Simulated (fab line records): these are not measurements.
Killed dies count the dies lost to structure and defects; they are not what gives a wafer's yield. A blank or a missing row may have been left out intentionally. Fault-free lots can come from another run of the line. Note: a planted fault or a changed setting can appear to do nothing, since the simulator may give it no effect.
fab line records ; flow sky130
record: lots: 5; wafers: 15; last-day: 50
route steps=708 shown NWELL@77 PWDE@84 VT_ADJUST_HVTP@85 VT_ADJUST_LVTN@97 PAD_OPEN@708
lots untouched by any fault: they come from a run of this same line in which no faults occurred
start-h: hours from the record's first day to the start of the lot's first wafer shown ; wait-h: time in hours since the lot's previous step ; " repeats the value in the row above ; L1.1+2: a row that stands for several wafers ; - value missing, or start not given ; * or withheld: withheld ; < > ~ a bound
route shown NAME@n: NAME is a module with steps in the file, n the number in the route of the first one ; usual: mean/standard deviation taken from wafers without a fault ; same: alike in all rows ; chamber/n: place in a boat ; sites: each site's reading ; _std_site: the standard deviation of these ; _edge_site: inner sites' mean taken away from outer sites' mean ; radius-mm: how far each site lies from the wafer's centre ; mask NAME#n: copy n ; behind: tool/chamber where the wafer was last shaped ; hold: why the lot was held/for how many hours/how that ended ; device: whichever transistor did not switch (one of n, p or np) ; end of line: at the end of the route, the tests of the same wafers ; a step with no rows: only its recipe ; killed: the dies lost at the first sort to structure and to defects; this is not the yield of the wafer ; map: the dies of a wafer, with x for killed, . for not killed, _ for no die there
set.NAME: the run value of the setting; set.NAME@STEP: its run value at that earlier step ; model.NAME: the simulator's own value behind a step, which no gauge read
lots at some steps of the route; a table a step, a row a wafer
services: the hour from which a tool's chamber was out of use, counted from the record's first day as start-h (under 0 if before that day), plus the number of hours and why
== steps ==
step: SKY_NWELL_IMPLANT_24
recipe: species: B; energy-kev: 140; dose-cm2: 9.308e+12; tilt-deg: withheld
step: SKY_NWELL_STRIP_25
recipe: chemistry: O2/N2; power-w: 1400; pressure-mtorr: 1500; platen-temp-c: withheld; o2-flow-sccm: 3000; n2-flow-sccm: 300; overash-fraction: 0.5
usual: drypump-motor-current-A: 6.0/0.46; oes-product-au: 0.723/0.004; strip-time-to-endpoint-s: 36.96/0.1
lot.wafer;tool;chamber;start-h;wait-h;drypump-motor-current-A;oes-product-au;rf-hours-counter-h;strip-time-to-endpoint-s
L806.1;plasma-asher-04;0;153.50;0.1;5.2;0.724;33;37.03
L806.2;plasma-asher-04;1;153.50;0.1;5.7;0.721;33;37.03
L806.4;plasma-asher-04;0;153.50;0.1;5.2;0.726;-;36.92
L808.3;plasma-asher-01;0;165.49;0.1;5.7;0.731;-;36.89
L808.4;plasma-asher-01;1;165.49;0.1;6.1;0.720;-;36.87
L808.5;plasma-asher-01;1;165.49;0.1;6.1;0.721;-;36.95
L810.2;plasma-asher-02;1;174.70;0.1;6.5;0.724;51;36.97
L810.3;plasma-asher-02;0;174.70;0.1;6.3;0.718;-;36.94
L810.4;plasma-asher-02;1;174.70;0.1;6.5;0.724;-;36.85
L820.1;plasma-asher-04;1;235.02;0.1;5.7;0.724;41;37.02
L820.2;plasma-asher-04;0;235.02;0.1;5.2;0.728;41;36.89
L820.6;plasma-asher-04;1;235.02;0.1;5.7;0.725;-;36.78
L821.2;plasma-asher-02;1;253.25;0.1;6.5;0.719;58;37.09
L821.4;plasma-asher-02;0;253.25;0.1;6.3;0.719;-;37.07
L821.6;plasma-asher-02;0;253.25;0.1;6.3;0.727;-;37.01
step: SKY_NWELL_TW_MEAS_26
usual: NWELL_2_TW: 497/4.4
lot.wafer;tool;chamber;start-h;wait-h;NWELL_2_TW
L806.1;film-metro-01;-;153.60;0.1;501
L806.2;film-metro-01;-;153.60;0.1;499
L806.4;film-metro-01;-;153.60;0.1;499
L808.3;film-metro-02;-;165.57;0.1;502
L808.4;film-metro-02;-;165.57;0.1;504
L808.5;film-metro-02;-;165.57;0.1;502
L810.2;film-metro-01;-;174.81;0.1;495
L810.3;film-metro-01;-;174.81;0.1;496
L810.4;film-metro-01;-;174.81;0.1;497
L820.1;film-metro-04;-;235.12;0.1;488
L820.2;film-metro-04;-;235.12;0.1;492
L820.6;film-metro-04;-;235.12;0.1;487
L821.2;film-metro-01;-;253.36;0.1;493
L821.4;film-metro-01;-;253.36;0.1;493
L821.6;film-metro-01;-;253.36;0.1;491
step: SKY_NWELL_CLEAN_27
recipe: chemistry: SC1/SC2; mix: 1:4:20; temp-c: 70; time-s: 150; dry: n2-spin
step: SKY_NWELL_RTA_28
recipe: temp-c: 1050; time-s: 30; idle-temp-c: 650; ramp-up-c-per-s: 150; ramp-down-c-per-s: 90; ambient: N2
usual: lamp-power-pct: 25.31/0.053; wafer_temp_C_max: 1054.9/1
lot.wafer;tool;chamber;start-h;wait-h;lamp-power-pct;wafer_temp_C_max
L806.1;rtp-anneal-02;0;153.71;0.0;25.33;1054.0
L806.2;rtp-anneal-02;0;153.71;0.0;25.23;1056.6
L806.4;rtp-anneal-02;0;153.71;0.0;25.28;1054.3
L808.3;rtp-anneal-02;0;165.70;0.0;25.32;1056.1
L808.4;rtp-anneal-02;0;165.70;0.0;25.30;1054.8
L808.5;rtp-anneal-02;0;165.70;0.0;25.32;1055.2
L810.2;rtp-anneal-02;0;174.93;0.0;25.31;1054.4
L810.3;rtp-anneal-02;0;174.93;0.0;25.35;1055.5
L810.4;rtp-anneal-02;0;174.93;0.0;25.34;1055.4
L820.1;rtp-anneal-01;0;235.26;0.0;25.39;1057.6
L820.2;rtp-anneal-01;0;235.26;0.0;25.29;1055.6
L820.6;rtp-anneal-01;0;235.26;0.0;25.33;1056.6
L821.2;rtp-anneal-01;0;253.53;0.0;25.34;1053.7
L821.4;rtp-anneal-01;0;253.53;0.0;25.28;1054.5
L821.6;rtp-anneal-01;0;253.53;0.0;25.30;1056.1
step: SKY_NWELL_RS_MEAS_29
recipe: thk-meas-gauge: four-point-probe
usual: NWELL_RS: 623.8/1.5
lot.wafer;tool;chamber;start-h;wait-h;NWELL_RS[ohm/sq]
L806.1;film-metro-04;-;153.81;0.1;623.8
L806.2;film-metro-04;-;153.81;0.1;624.2
L806.4;film-metro-04;-;153.81;0.1;623.7
L808.3;film-metro-04;-;165.81;0.1;622.7
L808.4;film-metro-04;-;165.81;0.1;622.2
L808.5;film-metro-04;-;165.81;0.1;622.1
L810.2;film-metro-04;-;175.03;0.1;623.4
L810.3;film-metro-04;-;175.03;0.1;622.0
L810.4;film-metro-04;-;175.03;0.1;622.6
L820.1;film-metro-01;-;235.36;0.1;622.7
L820.2;film-metro-01;-;235.36;0.1;624.3
L820.6;film-metro-01;-;235.36;0.1;622.4
L821.2;film-metro-01;-;253.63;0.1;624.6
L821.4;film-metro-01;-;253.63;0.1;624.6
L821.6;film-metro-01;-;253.63;0.1;623.2
step: SKY_NWELL_RS_MEAS_31
recipe: thk-meas-gauge: four-point-probe
usual: PWDE_RS: 5179/17
lot.wafer;tool;chamber;start-h;wait-h;PWDE_RS[ohm/sq]
L806.1;film-metro-04;-;154.05;0.1;5184
L806.2;film-metro-04;-;154.05;0.1;5193
L806.4;film-metro-04;-;154.05;0.1;5178
L808.3;film-metro-04;-;166.05;0.1;5176
L808.4;film-metro-04;-;166.05;0.1;5157
L808.5;film-metro-04;-;166.05;0.1;5169
L810.2;film-metro-04;-;175.27;0.1;5194
L810.3;film-metro-04;-;175.27;0.1;5175
L810.4;film-metro-04;-;175.27;0.1;5188
L820.1;film-metro-01;-;235.60;0.1;5191
L820.2;film-metro-01;-;235.60;0.1;5187
L820.6;film-metro-01;-;235.60;0.1;5192
L821.2;film-metro-01;-;253.87;0.1;5203
L821.4;film-metro-01;-;253.87;0.1;5206
L821.6;film-metro-01;-;253.87;0.1;5216
step: SKY_VT_ADJUST_HVTP_DEHYDRATE_00
recipe: temp-c: 200; time-s: 60
step: SKY_VT_ADJUST_HVTP_HMDS_01
recipe: prime-time-s: 60; prime-temp-c: 120
step: SKY_VT_ADJUST_HVTP_COAT_02
recipe: resist: NOVOLAK; spin-rpm: 3000; resist-thk-nm: 1140
step: SKY_VT_ADJUST_HVTP_SOFTBAKE_03
recipe: temp-c: 90; time-s: 60; resist: NOVOLAK
step: SKY_VT_ADJUST_HVTP_EXPOSE_04
recipe: mask-id: HVTPM; na: 0.6; source-shape: conventional; sigma-outer: 0.6; polarization: unpolarized; target-cd-nm: 380; dose-mj: 140
lot.wafer;tool;chamber;start-h;wait-h;mask
L806.1+2+4;iline-stepper-01;0;163.39;-;HVTPM#0
L808.3+4+5;iline-stepper-02;0;175.76;-;NWM_COMPLEMENT#0
L810.2+3+4;iline-stepper-02;0;186.03;-;HVTPM#0
L820.1+2+6;iline-stepper-01;0;246.41;-;HVTPM#0
L821.2+4+6;iline-stepper-01;0;264.70;-;HVTPM#0
step: SKY_VT_ADJUST_HVTP_PEB_05
recipe: temp-c: withheld; time-s: *; resist: NOVOLAK
step: SKY_VT_ADJUST_HVTP_DEVELOP_06
recipe: resist: NOVOLAK; developer: TMAH; develop-time-s: 60; dev-temp-c: 23
step: SKY_VT_ADJUST_HVTP_CD_MEAS_07
recipe: target-cd-nm: 380
usual: cd-nm: 379.7/2.4
lot.wafer;tool;chamber;start-h;wait-h;cd-nm
L806.1;cd-sem-02;-;173.58;0.1;374.9
L806.2;cd-sem-02;-;173.58;0.1;377.7
L806.4;cd-sem-02;-;173.58;0.1;377.1
L808.3;cd-sem-01;-;186.63;0.1;-
L808.4;cd-sem-01;-;186.63;0.1;-
L808.5;cd-sem-01;-;186.63;0.1;-
L810.2;cd-sem-01;-;196.66;0.1;378.3
L810.3;cd-sem-01;-;196.66;0.1;376.1
L810.4;cd-sem-01;-;196.66;0.1;378.1
L820.1;cd-sem-01;-;258.70;0.1;378.0
L820.2;cd-sem-01;-;258.70;0.1;377.3
L820.6;cd-sem-01;-;258.70;0.1;379.2
L821.2;cd-sem-01;-;277.29;0.1;380.3
L821.4;cd-sem-01;-;277.29;0.1;382.4
L821.6;cd-sem-01;-;277.29;0.1;382.3
step: SKY_VT_ADJUST_HVTP_OVL_MEAS_08
usual: VT_ADJUST_HVTP_OVL: -0.2/1.2
lot.wafer;tool;chamber;start-h;wait-h;VT_ADJUST_HVTP_OVL[nm]
L806.1;overlay-01;-;173.70;0.1;0.4
L806.2;overlay-01;-;173.70;0.1;-0.6
L806.4;overlay-01;-;173.70;0.1;0.5
L808.3;overlay-01;-;186.72;0.1;-
L808.4;overlay-01;-;186.72;0.1;-
L808.5;overlay-01;-;186.72;0.1;-
L810.2;overlay-01;-;196.76;0.1;0.3
L810.3;overlay-01;-;196.76;0.1;-0.5
L810.4;overlay-01;-;196.76;0.1;-1.4
L820.1;overlay-01;-;258.82;0.1;1.6
L820.2;overlay-01;-;258.82;0.1;0.4
L820.6;overlay-01;-;258.82;0.1;1.7
L821.2;overlay-02;-;277.39;0.1;-1.4
L821.4;overlay-02;-;277.39;0.1;-1.8
L821.6;overlay-02;-;277.39;0.1;-0.6
step: SKY_VT_ADJUST_HVTP_IMPLANT_09
recipe: species: As; energy-kev: 150; dose-cm2: 4.3e+12; tilt-deg: withheld
step: SKY_VT_ADJUST_HVTP_STRIP_10
recipe: chemistry: O2/N2; power-w: 1400; pressure-mtorr: 1500; platen-temp-c: withheld; o2-flow-sccm: 3000; n2-flow-sccm: 300; overash-fraction: 0.5
usual: drypump-motor-current-A: 5.6/0.32; oes-product-au: 0.716/0.0045; strip-time-to-endpoint-s: 14.19/0.036
lot.wafer;tool;chamber;start-h;wait-h;drypump-motor-current-A;oes-product-au;rf-hours-counter-h;strip-time-to-endpoint-s
L806.1;plasma-asher-03;1;173.89;0.1;5.7;0.718;47;14.18
L806.2;plasma-asher-03;0;173.89;0.1;5.2;0.718;47;14.21
L806.4;plasma-asher-03;1;173.89;0.1;5.7;0.712;-;14.22
L808.3;plasma-asher-01;1;186.93;0.1;6.1;0.723;-;14.22
L808.4;plasma-asher-01;0;186.93;0.1;5.7;0.716;-;14.24
L808.5;plasma-asher-01;1;186.93;0.1;6.1;0.718;-;14.23
L810.2;plasma-asher-01;1;196.94;0.1;6.1;0.718;8;14.27
L810.3;plasma-asher-01;0;196.94;0.1;5.7;0.722;-;14.26
L810.4;plasma-asher-01;1;196.94;0.1;6.1;0.718;-;14.24
L820.1;plasma-asher-03;1;259.01;0.1;5.7;0.721;55;14.21
L820.2;plasma-asher-03;0;259.01;0.1;5.2;0.718;55;14.22
L820.6;plasma-asher-03;1;259.01;0.1;5.7;0.713;-;14.19
L821.2;plasma-asher-04;1;277.57;0.1;5.7;0.714;45;14.27
L821.4;plasma-asher-04;1;277.57;0.1;5.7;0.720;-;14.17
L821.6;plasma-asher-04;1;277.57;0.1;5.7;0.712;-;14.22
step: SKY_VT_ADJUST_HVTP_TW_MEAS_11
usual: VT_ADJUST_HVTP_TW: 1355/14
lot.wafer;tool;chamber;start-h;wait-h;VT_ADJUST_HVTP_TW
L806.1;film-metro-03;-;173.99;0.1;1360
L806.2;film-metro-03;-;173.99;0.1;1357
L806.4;film-metro-03;-;173.99;0.1;1354
L808.3;film-metro-03;-;187.01;0.1;30
L808.4;film-metro-03;-;187.01;0.1;30
L808.5;film-metro-03;-;187.01;0.1;30
L810.2;film-metro-02;-;197.05;0.1;1371
L810.3;film-metro-02;-;197.05;0.1;1367
L810.4;film-metro-02;-;197.05;0.1;1369
L820.1;film-metro-04;-;259.11;0.1;1336
L820.2;film-metro-04;-;259.11;0.1;1332
L820.6;film-metro-04;-;259.11;0.1;1329
L821.2;film-metro-03;-;277.68;0.1;1367
L821.4;film-metro-03;-;277.68;0.1;1367
L821.6;film-metro-03;-;277.68;0.1;1366
step: SKY_VT_ADJUST_LVTN_DEHYDRATE_00
recipe: temp-c: 200; time-s: 60
step: SKY_PAD_OPEN_PROBE_99
usual: killed_at_M0_to_M3: 43/6.3; killed_at_M4_up: 3.3/1.7; killed-at-contacts: 24/5.4; killed-at-front-end: 16/4.6; killed-at-other: 0.4/0.7; killed-dies: 87/9.4; killed-on-rim: 17/3.9; killed-open: 47/6.9; killed-short: 39/6.1
same: gross-dies: 492; killed-at-back-side: 0
lot.wafer;tool;chamber;start-h;wait-h;killed_at_M0_to_M3;killed_at_M4_up;killed-at-contacts;killed-at-front-end;killed-at-other;killed-dies;killed-on-rim;killed-open;killed-short
L806.1;prober-02;-;1123.95;0.1;49;5;20;15;0;89;16;43;45
L806.2;prober-02;-;1124.00;0.1;42;6;21;18;0;87;21;47;38
L806.4;prober-02;-;1124.10;0.2;39;3;25;20;1;88;14;59;29
L808.3;prober-02;-;1140.41;0.2;44;3;18;427;0;492;96;52;38
L808.4;prober-02;-;1140.46;0.2;38;1;28;425;0;492;96;45;48
L808.5;prober-02;-;1140.51;0.2;40;5;31;414;2;492;96;54;41
L810.2;prober-01;-;1144.33;0.1;39;3;25;26;0;93;19;57;36
L810.3;prober-01;-;1144.38;0.2;56;3;11;9;0;79;11;41;38
L810.4;prober-01;-;1144.43;0.2;49;3;21;24;1;98;10;56;42
killed by level:class
L806.1 VIA1:geometric-particle:open=12 METAL1:geometric-particle:short=8 CONTACT:geometric-particle:open=7 VIA3:geometric-particle:open=7 VIA1:geometric-particle:short=6 LI_CONTACT:geometric-particle:open=5 METAL2:geometric-particle:short=5 FIELD_ISO:geometric-particle:open=4
L806.2 VIA2:geometric-particle:open=11 CONTACT:geometric-particle:open=9 VIA1:geometric-particle:short=7 VIA1:geometric-particle:open=7 FIELD_ISO:geometric-particle:open=6 METAL1:geometric-particle:short=6 FIELD_ISO:geometric-particle:short=5 LI_CONTACT:geometric-particle:open=5
L806.4 LI_CONTACT:geometric-particle:open=10 CONTACT:geometric-particle:open=9 VIA3:geometric-particle:open=9 VIA1:geometric-particle:open=9 VIA2:geometric-particle:open=8 FIELD_ISO:geometric-particle:open=6 FIELD_ISO:geometric-particle:short=5 CONTACT:geometric-particle:short=4
L808.3 VT_ADJUST_HVTP:area-expose=398 VIA1:geometric-particle:open=13 POLY_GATE:geometric-particle:open=10 VIA1:geometric-particle:short=9 LI_CONTACT:geometric-particle:open=8 FIELD_ISO:geometric-particle:open=6 METAL2:geometric-particle:short=4 VIA2:geometric-particle:open=4
L808.4 VT_ADJUST_HVTP:area-expose=395 LI_CONTACT:geometric-particle:open=13 FIELD_ISO:geometric-particle:short=10 VIA1:geometric-particle:open=10 VIA2:geometric-particle:short=6 CONTACT:geometric-particle:open=5 CONTACT:geometric-particle:short=5 METAL1:geometric-particle:short=5
L808.5 VT_ADJUST_HVTP:area-expose=396 CONTACT:geometric-particle:open=11 VIA1:geometric-particle:open=10 LI_CONTACT:geometric-particle:open=9 VIA2:geometric-particle:open=8 VIA3:geometric-particle:open=7 POLY_GATE:geometric-particle:short=6 LOCAL_INTERCONNECT:geometric-particle:short=6
L810.2 VIA1:geometric-particle:open=12 CONTACT:geometric-particle:open=11 FIELD_ISO:geometric-particle:open=7 POLY_GATE:geometric-particle:open=7 POLY_GATE:geometric-particle:short=6 METAL1:geometric-particle:short=6 LI_CONTACT:geometric-particle:open=6 VIA3:geometric-particle:open=5
L810.3 VIA1:geometric-particle:open=15 METAL1:geometric-particle:short=9 VIA1:geometric-particle:short=6 VIA3:geometric-particle:open=6 VIA2:geometric-particle:open=5 FIELD_ISO:geometric-particle:open=4 CONTACT:geometric-particle:open=4 VIA2:geometric-particle:short=4
L810.4 VIA1:geometric-particle:open=16 CONTACT:geometric-particle:open=10 POLY_GATE:geometric-particle:open=7 VIA1:geometric-particle:short=7 POLY_GATE:geometric-particle:short=6 VIA3:geometric-particle:open=6 METAL1:geometric-particle:short=5 FIELD_ISO:geometric-particle:open=4
map L808.3 (x killed, . not)
__________xxxxxxxxxx_________
________xxxxxxxxxxxxxx_______
______xxxxxxxxxxxxxxxxxx_____
_____xxxxxxxxxxxxxxxxxxxx____
____xxxxxxxxxxxxxxxxxxxxxx___
___xxxxxxxxxxxxxxxxxxxxxxxx__
__xxxxxxxxxxxxxxxxxxxxxxxxxx_
_xxxxxxxxxxxxxxxxxxxxxxxxxxxx
_xxxxxxxxxxxxxxxxxxxxxxxxxxxx
_xxxxxxxxxxxxxxxxxxxxxxxxxxxx
_xxxxxxxxxxxxxxxxxxxxxxxxxxxx
_xxxxxxxxxxxxxxxxxxxxxxxxxxxx
_xxxxxxxxxxxxxxxxxxxxxxxxxxxx
_xxxxxxxxxxxxxxxxxxxxxxxxxxxx
_xxxxxxxxxxxxxxxxxxxxxxxxxxxx
__xxxxxxxxxxxxxxxxxxxxxxxxxx_
___xxxxxxxxxxxxxxxxxxxxxxxx__
____xxxxxxxxxxxxxxxxxxxxxx___
_____xxxxxxxxxxxxxxxxxxxx____
______xxxxxxxxxxxxxxxxxx_____
________xxxxxxxxxxxxxx_______
__________xxxxxxxxxx_________
map L810.4 (x killed, . not)
__________.x.......x_________
________....xx.x..x..._______
______......x.x........._____
_____.......x.xxx........____
____....xxx......x........___
___..xx.......x.........xxx__
__.x...x.......x.x.........._
_.....x...x..x.........x.....
_....x...xx.x...x............
_..x......x.xxxx...x....x....
_.xxxxx......x...x....x....x.
_..xx....x....x.....x........
_...x.....x.x......x.x..x....
_.x.....x....xx.x............
_x.x..x...x..x....x....x.....
__x.x..............xx......._
___.......x................__
____...x....xx....x.x.....___
_____.......x...x.x......____
______x..x...x.x..x....._____
________...x..x.x....._______
__________x.x......._________
== services ==
tool;chamber;start-h;hours;kind
iline-stepper-02;-;142.00;1.7;pm
iline-stepper-01;0;180.13;-;calibration
iline-stepper-01;-;188.59;4.4;repair
iline-stepper-02;0;201.23;-;calibration
rtp-anneal-02;-;233.37;6.5;pm
rtp-anneal-01;-;255.07;5.1;repair
== key ==
first-sign: step: SKY_VT_ADJUST_HVTP_EXPOSE_04; reading: mask; direction: changed
effect: step: SKY_VT_ADJUST_HVTP_CD_MEAS_07; reading: cd-nm; direction: missing
effect: step: SKY_VT_ADJUST_HVTP_OVL_MEAS_08; reading: VT_ADJUST_HVTP_OVL; direction: missing
effect: step: SKY_VT_ADJUST_HVTP_TW_MEAS_11; reading: VT_ADJUST_HVTP_TW; direction: down; sigmas: 91; usual: 1355; struck: 30
effect: step: SKY_PAD_OPEN_PROBE_99; reading: killed-at-front-end; direction: up; sigmas: 89; usual: 16; struck: 422
more-kills-born-at: SKY_VT_ADJUST_HVTP_EXPOSE_04@iline-stepper-02: 1189
met-at SKY_VT_ADJUST_HVTP_EXPOSE_04
struck-wafers L808.3,L808.4,L808.5
tester-left-out L808
fault: kind: wrong-mask; tool: any; chamber: -; onset-h: 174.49; steps: SKY_VT_ADJUST_HVTP_EXPOSE_04; aux-copy: NWM_COMPLEMENT#0; scope: struck-lots-only
tester-left-out: of these lots the tester's yield and bins aren't shown, on N5 and GAA mostly nor the transistor test; their killed dies are dies lost to structure and defects alone, not to doping, threshold or leakage, so they don't give the yield
